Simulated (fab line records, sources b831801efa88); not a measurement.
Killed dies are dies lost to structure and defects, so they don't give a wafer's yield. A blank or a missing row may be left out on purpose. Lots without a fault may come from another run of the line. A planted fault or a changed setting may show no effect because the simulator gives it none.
fab line records | flow sky130
record lots=24 wafers=72 last_day=50
route steps=708 shown FIELD_ISO@5 GATE_OXIDE@189 CONTACT@424 PASSIVATION@692 PAD_OPEN@702
lots that met no fault: from a run of the same line without faults
start_h: hours from the record's first day to the start of the lot's first wafer shown | wait_h: hours since the lot's step before | " the same as in the row above | L1.1+2: a row that stands for several wafers | - no value, or no start given | * or withheld: withheld | < > ~ a bound
route shown NAME@n: a module of which the file shows steps, and the number in the route of the first | usual: mean/standard deviation of fault-free wafers | same: alike in all rows | chamber/n: place in a boat | sites: the reading at each site | _std_site: their standard deviation | _edge_site: outer sites' mean less inner sites' | radius_mm: how far each site lies from the wafer's centre | mask NAME#n: copy n | behind: the tool/chamber that last shaped the wafer | hold: why the lot was held/for how many hours/how that ended | device: the transistor (n, p or np) that didn't switch | end of line: the same wafers' tests at the end of the route | a step without rows: its recipe alone | killed: dies lost to structure and defects at the first sort, not the wafer's yield | map: a wafer's dies, x killed, . not, _ none there
set.NAME: the setting as run; set.NAME@STEP: as run at that earlier step | model.NAME: the simulator's own value behind a step, which no gauge read
steps of the route over a sample of lots; a table a step, a row a wafer
services: from which hour (start_h, from the record's first day; less than 0 if before it) a tool's chamber was out of use, for how many hours, and why
## steps
# step SKY_FIELD_ISO_THK_MEAS_04
# recipe reads=Si3N4_of_FIELD_ISO_CVD_03
# usual FIELD_ISO_CVD_03_THK=164.1/1.6
# columns lot.wafer tool chamber start_h wait_h FIELD_ISO_CVD_03_THK[nm]
L074.2 film_metro-02 - 15.42 0.0 165.2
L074.4 " - " " 163.9
L074.5 " - " " 163.8
L075.2 film_metro-03 - 18.49 0.0 166.0
L075.5 " - " " 165.3
L075.6 " - " " 165.6
L076.1 film_metro-04 - 24.50 0.0 161.0
L076.4 " - " " 160.0
L076.5 " - " " 161.4
L077.2 film_metro-02 - 29.34 0.0 165.1
L077.3 " - " " 167.5
L077.6 " - " " 166.5
L078.1 film_metro-02 - 35.31 0.0 162.8
L078.2 " - " " 162.5
L078.6 " - " " 162.9
L079.3 film_metro-02 - 40.90 0.0 165.3
L079.4 " - " " 164.6
L079.5 " - " " 164.7
L080.1 film_metro-04 - 45.37 0.0 161.7
L080.2 " - " " 163.2
L080.5 " - " " 163.7
L081.2 film_metro-04 - 51.67 0.0 166.5
L081.3 " - " " 167.4
L081.6 " - " " 166.2
L082.1 film_metro-03 - 55.20 0.0 165.6
L082.3 " - " " 163.6
L082.5 " - " " 164.4
L083.1 film_metro-02 - 58.48 0.0 164.0
L083.3 " - " " 164.2
L083.4 " - " " 163.5
L084.4 film_metro-03 - 63.51 0.0 163.7
L084.5 " - " " 162.4
L084.6 " - " " 163.5
L085.2 film_metro-04 - 69.01 0.0 160.7
L085.3 " - " " 163.1
L085.6 " - " " 162.4
L086.2 film_metro-02 - 73.49 0.0 162.5
L086.3 " - " " 163.9
L086.5 " - " " 163.6
L087.2 film_metro-04 - 79.25 0.0 164.2
L087.5 " - " " 164.6
L087.6 " - " " 162.5
L088.2 film_metro-02 - 84.80 0.0 161.4
L088.5 " - " " 161.2
L088.6 " - " " 163.5
L089.1 film_metro-02 - 89.14 0.0 164.6
L089.2 " - " " 163.5
L089.5 " - " " 164.0
L090.4 film_metro-04 - 93.51 0.0 163.2
L090.5 " - " " 163.6
L090.6 " - " " 163.3
L091.1 film_metro-04 - 98.48 0.0 165.5
L091.4 " - " " 164.6
L091.5 " - " " 164.9
L092.1 film_metro-02 - 103.48 0.0 163.0
L092.5 " - " " 164.8
L092.6 " - " " 163.9
L093.1 film_metro-02 - 109.89 0.0 164.1
L093.4 " - " " 163.5
L093.5 " - " " 165.2
L094.2 film_metro-02 - 114.71 0.0 163.8
L094.5 " - " " 164.3
L094.6 " - " " 164.0
L095.2 film_metro-02 - 119.96 0.0 166.7
L095.3 " - " " 167.0
L095.6 " - " " 166.7
L096.3 film_metro-02 - 124.07 0.0 166.0
L096.4 " - " " 165.4
L096.5 " - " " 166.6
L097.1 film_metro-02 - 130.72 0.0 164.9
L097.3 " - " " 164.9
L097.4 " - " " 165.7
# step SKY_FIELD_ISO_ETCH_15
# recipe chemistry=CHF3/O2 target_depth_nm=180 stop_on=Si source_w=600 bias_w=200 pressure_mtorr=40 chf3_flow_sccm=50 O2_flow_sccm=5 time_s=72
# usual drypump_motor_current_A=5.6/0.52 oes_product_au=0.943/0.0076 throttle_valve_pct=8.843/0.0084
# columns lot.wafer tool chamber start_h wait_h drypump_motor_current_A oes_product_au rf_hours_counter_h throttle_valve_pct
L074.2 rie_diel-04 2 30.24 0.0 6.3 0.948 76 8.838
L074.4 " 3 " " 6.4 0.941 1 8.840
L074.5 " 3 " " 6.4 0.941 - 8.847
L075.2 rie_diel-01 2 34.29 0.0 5.8 0.943 138 8.854
L075.5 " 2 " " 5.8 0.946 - 8.856
L075.6 " 1 " " 4.7 0.945 - 8.851
L076.1 rie_diel-03 0 39.51 0.0 5.0 0.941 4 8.839
L076.4 " 1 " " 5.4 0.923 - 8.848
L076.5 " 0 " " 5.0 0.933 - 8.831
L077.2 rie_diel-01 1 43.94 0.0 4.8 0.956 70 8.852
L077.3 " 0 " " 5.6 0.949 4 8.846
L077.6 " 0 " " 5.6 0.948 - 8.867
L078.1 rie_diel-01 1 50.94 0.0 4.7 0.939 70 8.836
L078.2 " 0 " " 5.6 0.934 4 8.835
L078.6 " 1 " " 4.7 0.938 - 8.856
L079.3 rie_diel-04 2 57.01 0.0 6.3 0.946 76 8.847
L079.4 " 3 " " 6.4 0.949 2 8.818
L079.5 " 2 " " 6.2 0.949 - 8.860
L080.1 rie_diel-03 1 61.31 0.0 5.4 0.936 176 8.846
L080.2 " 0 " " 5.0 0.941 5 8.861
L080.5 " 0 " " 5.0 0.942 - 8.836
L081.2 rie_diel-04 1 68.26 0.0 5.7 0.960 31 8.833
L081.3 " 2 " " 6.3 0.961 77 8.848
L081.6 " 3 " " 6.4 0.950 - 8.847
L082.1 rie_diel-01 0 71.64 0.0 5.6 0.950 4 8.844
L082.3 " 2 " " 5.8 0.938 139 8.840
L082.5 " 3 " " 5.5 0.938 - 8.846
L083.1 rie_diel-03 2 74.21 0.0 6.5 0.937 156 8.842
L083.3 " 1 " " 5.4 0.943 176 8.851
L083.4 " 2 " " 6.5 0.944 - 8.834
L084.4 rie_diel-03 2 80.44 0.0 6.5 0.943 - 8.843
L084.5 " 1 " " 5.4 0.933 - 8.842
L084.6 " 0 " " 5.1 0.945 - 8.838
L085.2 rie_diel-01 3 86.71 0.0 5.4 0.930 57 8.838
L085.3 " 2 " " 5.8 0.942 139 8.847
L085.6 " 3 " " 5.4 0.939 - 8.845
L086.2 rie_diel-01 2 91.36 0.0 5.8 0.944 140 8.846
L086.3 " 1 " " 4.8 0.949 71 8.856
L086.5 " 0 " " 5.6 0.935 - 8.848
L087.2 rie_diel-03 1 97.64 0.0 5.4 0.948 177 8.827
L087.5 " 2 " " 6.5 0.943 - 8.846
L087.6 " 0 " " 5.0 0.931 - 8.830
L088.2 rie_diel-04 0 102.84 0.0 5.2 0.933 33 8.847
L088.5 " 3 " " 6.4 0.921 - 8.833
L088.6 " 0 " " 5.2 0.937 - 8.842
L089.1 rie_diel-04 2 107.31 0.0 6.2 0.943 77 8.837
L089.2 " 1 " " 5.7 0.943 31 8.852
L089.5 " 2 " " 6.2 0.945 - 8.844
L090.4 rie_diel-01 3 111.06 0.0 5.5 0.935 58 8.850
L090.5 " 0 " " 5.6 0.935 - 8.837
L090.6 " 1 " " 4.7 0.939 - 8.831
L091.1 rie_diel-01 0 116.16 0.0 5.6 0.947 5 8.836
L091.4 " 2 " " 5.8 0.938 140 8.845
L091.5 " 0 " " 5.6 0.950 - 8.849
L092.1 rie_diel-01 0 121.46 0.0 5.5 0.944 5 8.848
L092.5 " 2 " " 5.8 0.946 - 8.847
L092.6 " 3 " " 5.5 0.941 - 8.845
L093.1 rie_diel-04 3 128.71 0.0 6.4 0.937 3 8.835
L093.4 " 1 " " 5.7 0.949 32 8.841
L093.5 " 0 " " 5.3 0.947 - 8.839
L094.2 rie_diel-03 1 133.84 0.0 5.5 0.946 178 8.844
L094.5 " 2 " " 6.5 0.940 - 8.846
L094.6 " 1 " " 5.4 0.945 - 8.843
L095.2 rie_diel-04 3 139.04 0.0 6.4 0.951 3 8.837
L095.3 " 0 " " 5.3 0.967 34 8.848
L095.6 " 0 " " 5.3 0.960 - 8.854
L096.3 rie_diel-01 3 142.91 0.0 5.5 0.957 59 8.840
L096.4 " 0 " " 5.6 0.940 6 8.838
L096.5 " 3 " " 5.5 0.952 - 8.841
L097.1 rie_diel-01 1 150.31 0.0 4.7 0.947 71 8.839
L097.3 " 0 " " 5.6 0.950 6 8.845
L097.4 " 3 " " 5.5 0.946 59 8.846
# step SKY_GATE_OXIDE_THK_MEAS_02
# recipe reads=SiO2_of_GATE_OXIDE_OXIDATION_01
# usual GATE_OXIDE_OXIDATION_00_THK=10.28/0.18
# columns lot.wafer tool chamber start_h wait_h GATE_OXIDE_OXIDATION_00_THK[nm]
L074.2 film_metro-01 - 287.71 0.0 10.26
L074.4 " - " " 10.17
L074.5 " - " " 10.25
L075.2 film_metro-01 - 289.54 0.0 10.25
L075.5 " - " " 10.17
L075.6 " - " " 10.25
L076.1 film_metro-01 - 300.43 0.0 10.16
L076.4 " - " " 9.97
L076.5 " - " " 10.00
L077.2 film_metro-04 - 310.84 0.0 10.20
L077.3 " - " " 10.49
L077.6 " - " " 10.47
L078.1 film_metro-04 - 318.20 0.0 10.24
L078.2 " - " " 10.29
L078.6 " - " " 10.22
L079.3 film_metro-03 - 327.23 0.0 10.65
L079.4 " - " " 10.55
L079.5 " - " " 10.65
L080.1 film_metro-03 - 335.71 0.0 10.42
L080.2 " - " " 10.58
L080.5 " - " " 10.42
L081.2 film_metro-03 - 346.20 0.0 10.05
L081.3 " - " " 10.36
L081.6 " - " " 10.23
L082.1 film_metro-01 - 354.27 0.0 10.22
L082.3 " - " " 10.17
L082.5 " - " " 10.20
L083.1 film_metro-03 - 362.10 0.0 10.12
L083.3 " - " " 10.30
L083.4 " - " " 10.17
L084.4 film_metro-03 - 366.23 0.0 10.50
L084.5 " - " " 10.16
L084.6 " - " " 10.27
L085.2 film_metro-03 - 375.85 0.0 10.58
L085.3 " - " " 10.57
L085.6 " - " " 10.30
L086.2 film_metro-03 - 381.18 0.0 10.50
L086.3 " - " " 10.46
L086.5 " - " " 10.61
L087.2 film_metro-01 - 393.59 0.0 10.35
L087.5 " - " " 10.42
L087.6 " - " " 10.21
L088.2 film_metro-01 - 401.05 0.0 10.15
L088.5 " - " " 10.37
L088.6 " - " " 10.17
L089.1 film_metro-04 - 404.69 0.0 10.56
L089.2 " - " " 10.63
L089.5 " - " " 10.92
L090.4 film_metro-04 - 413.05 0.0 10.34
L090.5 " - " " 10.23
L090.6 " - " " 10.07
L091.1 film_metro-01 - 418.17 0.0 10.31
L091.4 " - " " 10.27
L091.5 " - " " 10.29
L092.1 film_metro-03 - 431.11 0.0 10.25
L092.5 " - " " 10.19
L092.6 " - " " 10.25
L093.1 film_metro-01 - 443.01 0.0 10.30
L093.4 " - " " 10.27
L093.5 " - " " 10.14
L094.2 film_metro-01 - 447.31 0.0 9.84
L094.5 " - " " 9.99
L094.6 " - " " 9.88
L095.2 film_metro-03 - 460.33 0.0 10.22
L095.3 " - " " 10.23
L095.6 " - " " 10.17
L096.3 film_metro-01 - 467.27 0.0 10.19
L096.4 " - " " 10.08
L096.5 " - " " 10.15
L097.1 film_metro-03 - 473.97 0.0 10.31
L097.3 " - " " 10.29
L097.4 " - " " 10.36
# step SKY_CONTACT_ETCH_18
# recipe target=Si3N4 chemistry=CHF3/O2 stop_on=TiN source_w=600 bias_w=200 pressure_mtorr=40 chf3_flow_sccm=50 O2_flow_sccm=5 time_s=39 target_depth_a=750
# usual drypump_motor_current_A=5.6/0.52 oes_product_au=0.852/0.0091 throttle_valve_pct=8.792/0.0087
# columns lot.wafer tool chamber start_h wait_h drypump_motor_current_A oes_product_au rf_hours_counter_h throttle_valve_pct
L074.2 rie_diel-03 0 - - 5.1 0.858 20 8.796
L074.4 " 2 " " 6.6 0.864 11 8.798
L074.5 " 3 " " 6.2 0.846 - 8.795
L075.2 rie_diel-02 2 - - 5.8 0.842 9 8.782
L075.5 " 3 " " 5.1 0.846 - 8.785
L075.6 " 2 " " 5.8 0.852 - 8.793
L076.1 rie_diel-01 0 - - 5.6 0.849 20 8.792
L076.4 " 2 " " 5.9 0.861 10 8.800
L076.5 " 2 " " 5.8 0.849 - 8.798
L077.2 rie_diel-03 3 - - 6.2 0.853 6 8.790
L077.3 " 1 " " 5.5 0.851 12 8.794
L077.6 " 1 " " 5.4 0.859 - 8.799
L078.1 rie_diel-03 0 - - 5.0 0.857 21 8.789
L078.2 " 2 " " 6.5 0.847 12 8.785
L078.6 " 0 " " 5.0 0.854 - 8.790
L079.3 rie_diel-01 1 - - 4.7 0.847 5 8.784
L079.4 " 3 " " 5.5 0.857 4 8.771
L079.5 " 3 " " 5.5 0.848 - 8.788
L080.1 rie_diel-03 0 - - 5.0 0.851 21 8.795
L080.2 " 1 " " 5.4 0.855 13 8.785
L080.5 " 3 " " 6.2 0.851 - 8.797
L081.2 rie_diel-02 1 - - 5.2 0.840 20 8.790
L081.3 " 3 " " 5.1 0.855 17 8.798
L081.6 " 3 " " 5.1 0.855 - 8.769
L082.1 rie_diel-01 2 - - 5.8 0.844 12 8.794
L082.3 " 1 " " 4.7 0.833 5 8.790
L082.5 " 0 " " 5.6 0.857 - 8.791
L083.1 rie_diel-03 2 - - 6.5 0.838 14 8.797
L083.3 " 0 " " 5.0 0.842 22 8.782
L083.4 " 3 " " 6.3 0.866 7 8.810
L084.4 rie_diel-02 1 - - 5.2 0.840 21 8.786
L084.5 " 1 " " 5.2 0.864 - 8.811
L084.6 " 0 " " 5.9 0.847 - 8.790
L085.2 rie_diel-01 1 - - 4.7 0.856 6 8.787
L085.3 " 0 " " 5.6 0.856 22 8.794
L085.6 " 1 " " 4.7 0.861 - 8.786
L086.2 rie_diel-01 1 - - 4.7 0.848 6 8.777
L086.3 " 0 " " 5.6 0.852 23 8.801
L086.5 " 2 " " 5.8 0.855 - 8.800
L087.2 rie_diel-02 2 - - 5.8 0.860 11 8.824
L087.5 " 1 " " 5.2 0.877 - 8.799
L087.6 " 2 " " 5.8 0.849 - 8.789
L088.2 rie_diel-01 1 - - 4.7 0.849 7 8.795
L088.5 " 2 " " 5.8 0.855 - 8.787
L088.6 " 1 " " 4.7 0.862 - 8.797
L089.1 rie_diel-02 3 - - 5.1 0.834 18 8.787
L089.2 " 1 " " 5.2 0.854 22 8.798
L089.5 " 0 " " 5.9 0.863 - 8.801
L090.4 rie_diel-01 2 - - 5.8 0.853 13 8.802
L090.5 " 2 " " 5.8 0.859 - 8.804
L090.6 " 3 " " 5.5 0.866 - 8.786
L091.1 rie_diel-02 3 - - 5.1 0.839 19 8.776
L091.4 " 1 " " 5.2 0.858 - 8.798
L091.5 " 3 " " 5.1 0.854 - 8.790
L092.1 rie_diel-03 0 - - 5.0 0.851 24 8.792
L092.5 " 1 " " 5.4 0.859 - 8.788
L092.6 " 0 " " 5.0 0.850 - 8.803
L093.1 rie_diel-02 1 - - 5.2 0.861 24 8.799
L093.4 " 2 " " 5.8 0.854 12 8.791
L093.5 " 2 " " 5.8 0.872 - 8.796
L094.2 rie_diel-03 3 - - 6.3 0.844 9 8.784
L094.5 " 1 " " 5.4 0.836 - 8.781
L094.6 " 0 " " 5.1 0.860 - 8.801
L095.2 rie_diel-03 2 - - 6.5 0.850 16 8.791
L095.3 " 1 " " 5.4 0.853 16 8.802
L095.6 " 1 " " 5.4 0.855 - 8.784
L096.3 rie_diel-03 0 - - 5.0 0.852 25 8.782
L096.4 " 3 " " 6.2 0.854 - 8.793
L096.5 " 0 " " 5.0 0.863 - 8.797
L097.1 rie_diel-01 3 - - 5.5 0.841 8 8.798
L097.3 " 1 " " 4.7 0.854 9 8.790
L097.4 " 2 " " 5.8 0.841 15 8.793
# step SKY_PASSIVATION_ETCH_11
# recipe chemistry=CF4/O2 target_depth_nm=725 stop_on=AlCu source_w=800 bias_w=150 pressure_mtorr=150 cf4_flow_sccm=80 O2_flow_sccm=10 time_s=161.1
# usual drypump_motor_current_A=5.6/0.45 oes_product_au=0.979/0.0073 throttle_valve_pct=5.964/0.0081
# columns lot.wafer tool chamber start_h wait_h drypump_motor_current_A oes_product_au rf_hours_counter_h throttle_valve_pct
L074.2 rie_diel-04 1 1060.50 - 5.7 0.991 7 5.984
L074.4 " 3 " " 6.4 0.985 22 5.959
L074.5 " 0 " " 5.3 0.989 - 5.962
L075.2 rie_diel-01 0 1061.55 - 5.6 0.979 30 5.961
L075.5 " 1 " " 4.8 0.978 - 5.961
L075.6 " 0 " " 5.6 0.983 - 5.963
L076.1 rie_diel-02 1 1072.10 - 5.2 0.975 0 5.962
L076.4 " 3 " " 5.1 0.980 25 5.976
L076.5 " 1 " " 5.2 0.991 - 5.974
L077.2 rie_diel-01 2 1074.60 - 5.8 0.974 21 5.961
L077.3 " 3 " " 5.5 0.980 14 5.966
L077.6 " 3 " " 5.4 0.978 - 5.978
L078.1 rie_diel-02 0 1081.35 - 5.9 0.973 24 5.972
L078.2 " 1 " " 5.2 0.971 0 5.981
L078.6 " 2 " " 5.9 0.985 - 5.968
L079.3 rie_diel-02 2 1097.95 - 5.8 0.983 19 5.940
L079.4 " 3 " " 5.1 0.978 26 5.972
L079.5 " 0 " " 5.9 0.990 - 5.955
L080.1 rie_diel-02 2 1103.58 - 5.8 0.975 20 5.972
L080.2 " 1 " " 5.2 0.989 1 5.974
L080.5 " 3 " " 5.1 0.993 - 5.967
L081.2 rie_diel-02 0 1105.80 - 5.9 0.976 25 5.955
L081.3 " 2 " " 5.8 0.976 20 5.958
L081.6 " 3 " " 5.1 0.979 - 5.972
L082.1 rie_diel-01 0 1111.70 - 5.6 0.968 1 5.953
L082.3 " 1 " " 4.8 0.974 16 5.956
L082.5 " 3 " " 5.4 0.974 - 5.964
L083.1 rie_diel-04 0 1118.35 - 5.3 0.977 9 5.962
L083.3 " 1 " " 5.7 0.974 8 5.964
L083.4 " 2 " " 6.3 0.985 14 5.962
L084.4 rie_diel-02 2 1120.13 - 5.8 0.995 20 5.969
L084.5 " 3 " " 5.1 0.971 - 5.965
L084.6 " 0 " " 5.9 0.982 - 5.958
L085.2 rie_diel-02 0 1123.98 - 5.9 0.971 26 5.972
L085.3 " 1 " " 5.2 0.977 2 5.968
L085.6 " 1 " " 5.2 0.979 - 5.976
L086.2 rie_diel-01 2 1131.15 - 5.8 0.969 24 5.972
L086.3 " 0 " " 5.6 0.984 2 5.984
L086.5 " 2 " " 5.8 0.970 - 5.966
L087.2 rie_diel-04 1 1135.33 - 5.6 0.976 9 5.959
L087.5 " 2 " " 6.2 0.984 - 5.949
L087.6 " 1 " " 5.7 0.987 - 5.954
L088.2 rie_diel-01 2 1144.55 - 5.8 0.971 24 5.967
L088.5 " 3 " " 5.4 0.974 - 5.973
L088.6 " 2 " " 5.8 0.975 - 5.968
L089.1 rie_diel-01 3 1147.45 - 5.4 0.971 17 5.950
L089.2 " 1 " " 4.7 0.976 17 5.959
L089.5 " 1 " " 4.7 0.974 - 5.975
L090.4 rie_diel-02 3 1147.53 - 5.1 0.966 28 5.960
L090.5 " 3 " " 5.1 0.983 - 5.975
L090.6 " 2 " " 5.8 0.985 - 5.968
L091.1 rie_diel-04 1 1155.15 - 5.7 0.980 10 5.953
L091.4 " 3 " " 6.5 0.983 25 5.969
L091.5 " 0 " " 5.2 0.981 - 5.962
L092.1 rie_diel-04 0 1162.45 - 5.3 0.986 11 5.963
L092.5 " 0 " " 5.3 0.989 - 5.960
L092.6 " 1 " " 5.7 0.990 - 5.957
L094.2 rie_diel-04 2 1170.93 - 6.3 0.978 16 5.972
L094.5 " 0 " " 5.2 0.988 - 5.967
L094.6 " 3 " " 6.4 0.982 - 5.978
L093.1 rie_diel-02 3 1173.30 - 5.1 0.971 29 5.980
L093.4 " 1 " " 5.2 0.990 4 5.957
L093.5 " 0 " " 5.9 0.981 - 5.965
L095.2 rie_diel-04 2 1180.85 - 6.2 0.984 16 5.954
L095.3 " 1 " " 5.7 0.970 10 5.945
L095.6 " 2 " " 6.2 0.979 - 5.968
L096.3 rie_diel-01 3 1183.45 - 5.4 0.975 19 5.975
L096.4 " 3 " " 5.4 0.976 - 5.961
L096.5 " 2 " " 5.8 0.982 - 5.967
L097.1 rie_diel-02 0 1184.80 - 5.9 0.972 28 5.953
L097.3 " 1 " " 5.2 0.971 4 5.961
L097.4 " 2 " " 5.8 0.979 22 5.962
# step SKY_PAD_OPEN_STRIP_08
# recipe chemistry=O2/N2 power_w=1400 pressure_mtorr=1500 platen_temp_c=withheld overash_fraction=0.7 o2_flow_sccm=3000 n2_flow_sccm=300
# usual drypump_motor_current_A=5.6/0.52 oes_product_au=0.663/0.0044 strip_time_to_endpoint_s=37.06/0.1
# columns lot.wafer tool chamber start_h wait_h drypump_motor_current_A oes_product_au rf_hours_counter_h strip_time_to_endpoint_s
L074.2 plasma_asher-03 0 1082.90 0.1 6.1 0.662 2 37.19
L074.4 " 1 " " 6.0 0.668 - 36.99
L074.5 " 0 " " 6.1 0.662 - 37.02
L075.2 plasma_asher-03 0 1083.80 0.1 6.2 0.669 2 37.03
L075.5 " 0 " " 6.1 0.664 - 37.11
L075.6 " 1 " " 6.0 0.668 - 36.99
L076.1 plasma_asher-04 1 1093.55 0.1 6.1 0.657 37 36.90
L076.4 " 0 " " 4.9 0.661 - 36.76
L076.5 " 1 " " 6.1 0.660 - 36.92
L077.2 plasma_asher-04 1 1095.60 0.1 6.1 0.665 38 37.21
L077.3 " 1 " " 6.1 0.659 - 37.14
L077.6 " 0 " " 4.8 0.667 - 37.16
L078.1 plasma_asher-03 1 1102.25 0.1 6.0 0.661 4 37.09
L078.2 " 0 " " 6.1 0.665 4 37.29
L078.6 " 0 " " 6.1 0.666 - 37.08
L079.3 plasma_asher-04 1 1117.94 0.1 6.1 0.667 - 37.19
L079.4 " 0 " " 4.8 0.666 - 37.16
L079.5 " 1 " " 6.1 0.667 - 37.09
L080.1 plasma_asher-03 0 1123.60 0.1 6.1 0.667 6 37.02
L080.2 " 1 " " 6.0 0.666 6 37.05
L080.5 " 0 " " 6.1 0.663 - 36.89
L081.2 plasma_asher-03 1 1126.10 0.1 6.0 0.668 7 37.13
L081.3 " 1 " " 6.0 0.664 - 37.08
L081.6 " 0 " " 6.1 0.666 - 37.11
L082.1 plasma_asher-04 0 1132.00 0.1 4.8 0.661 41 37.10
L082.3 " 0 " " 4.8 0.663 - 37.02
L082.5 " 1 " " 6.1 0.672 - 37.08
L083.1 plasma_asher-03 1 1138.30 0.1 6.0 0.665 8 37.20
L083.3 " 0 " " 6.1 0.666 - 37.33
L083.4 " 1 " " 6.0 0.657 - 37.17
L084.4 plasma_asher-04 0 1139.84 0.1 4.8 0.664 - 36.99
L084.5 " 1 " " 6.1 0.662 - 36.95
L084.6 " 0 " " 4.8 0.666 - 37.05
L085.2 plasma_asher-04 1 1143.50 0.1 6.1 0.669 42 37.16
L085.3 " 1 " " 6.1 0.663 - 37.15
L085.6 " 1 " " 6.1 0.662 - 37.21
L086.2 plasma_asher-02 0 1150.05 0.1 5.2 0.665 74 37.18
L086.3 " 0 " " 5.2 0.659 - 37.22
L086.5 " 0 " " 5.2 0.661 - 37.15
L087.2 plasma_asher-02 1 1153.80 0.1 5.1 0.650 74 37.08
L087.5 " 1 " " 5.1 0.666 - 37.18
L087.6 " 0 " " 5.1 0.665 - 37.18
L088.2 plasma_asher-03 0 1161.90 0.1 6.1 0.659 10 37.05
L088.5 " 0 " " 6.1 0.660 - 37.01
L088.6 " 1 " " 6.0 0.664 - 36.95
L089.1 plasma_asher-04 0 1164.75 0.1 4.8 0.659 44 37.06
L089.2 " 1 " " 6.1 0.662 44 37.08
L089.5 " 1 " " 6.1 0.664 - 37.16
L090.4 plasma_asher-02 0 1165.14 0.0 5.2 0.661 - 36.98
L090.5 " 1 " " 5.2 0.661 - 36.98
L090.6 " 0 " " 5.2 0.664 - 36.99
L091.1 plasma_asher-02 1 1172.85 0.1 5.1 0.668 76 37.13
L091.4 " 0 " " 5.2 0.664 - 37.11
L091.5 " 0 " " 5.2 0.665 - 37.09
L092.1 plasma_asher-03 1 1179.65 0.1 6.0 0.668 12 37.01
L092.5 " 1 " " 5.9 0.662 - 36.94
L092.6 " 0 " " 6.1 0.654 - 36.91
L094.2 plasma_asher-02 1 1187.50 0.1 5.1 0.667 78 37.01
L094.5 " 1 " " 5.1 0.666 - 36.97
L094.6 " 0 " " 5.2 0.665 - 37.01
L093.1 plasma_asher-02 0 1189.85 0.1 5.2 0.665 78 36.99
L093.4 " 1 " " 5.1 0.666 - 36.95
L093.5 " 0 " " 5.2 0.671 - 36.89
L095.2 plasma_asher-04 0 1197.25 0.1 4.8 0.662 47 36.99
L095.3 " 1 " " 6.1 0.655 - 36.94
L095.6 " 0 " " 4.8 0.672 - 36.88
L096.3 plasma_asher-03 0 1198.79 0.1 6.1 0.662 - 36.95
L096.4 " 1 " " 5.9 0.667 - 36.98
L096.5 " 1 " " 5.9 0.657 - 37.02
L097.1 plasma_asher-03 1 1200.60 0.1 5.9 0.660 14 37.06
L097.3 " 1 " " 5.9 0.663 - 37.01
L097.4 " 0 " " 6.2 0.651 - 36.96
## services
# columns tool chamber start_h hours kind
rie_diel-01 1 97.40 6.0 repair
rie_diel-01 3 166.76 8.0 repair
rie_diel-01 - 179.32 15.6 pm
rie_diel-01 2 219.43 49.7 repair
rie_diel-01 3 223.68 5.0 repair
rie_diel-01 - 232.63 1.0 repair
rie_diel-01 3 270.03 2.8 repair
rie_diel-01 0 316.35 5.7 repair
rie_diel-01 3 335.78 1.7 repair
rie_diel-01 3 402.96 2.6 repair
rie_diel-01 3 425.08 3.4 repair
rie_diel-01 - 427.08 4.0 pm
rie_diel-01 2 458.88 21.0 repair
rie_diel-01 3 524.41 4.6 repair
rie_diel-01 3 580.14 2.4 repair
rie_diel-01 - 598.41 1.7 repair
rie_diel-01 1 698.49 4.3 repair
rie_diel-01 1 818.63 5.7 repair
rie_diel-01 - 845.05 2.8 pm
rie_diel-01 1 879.83 5.5 repair
rie_diel-01 1 966.93 3.0 repair
rie_diel-01 1 976.97 4.0 repair
rie_diel-01 0 1019.21 10.6 repair
rie_diel-01 2 1027.54 3.2 repair
## key
fault none
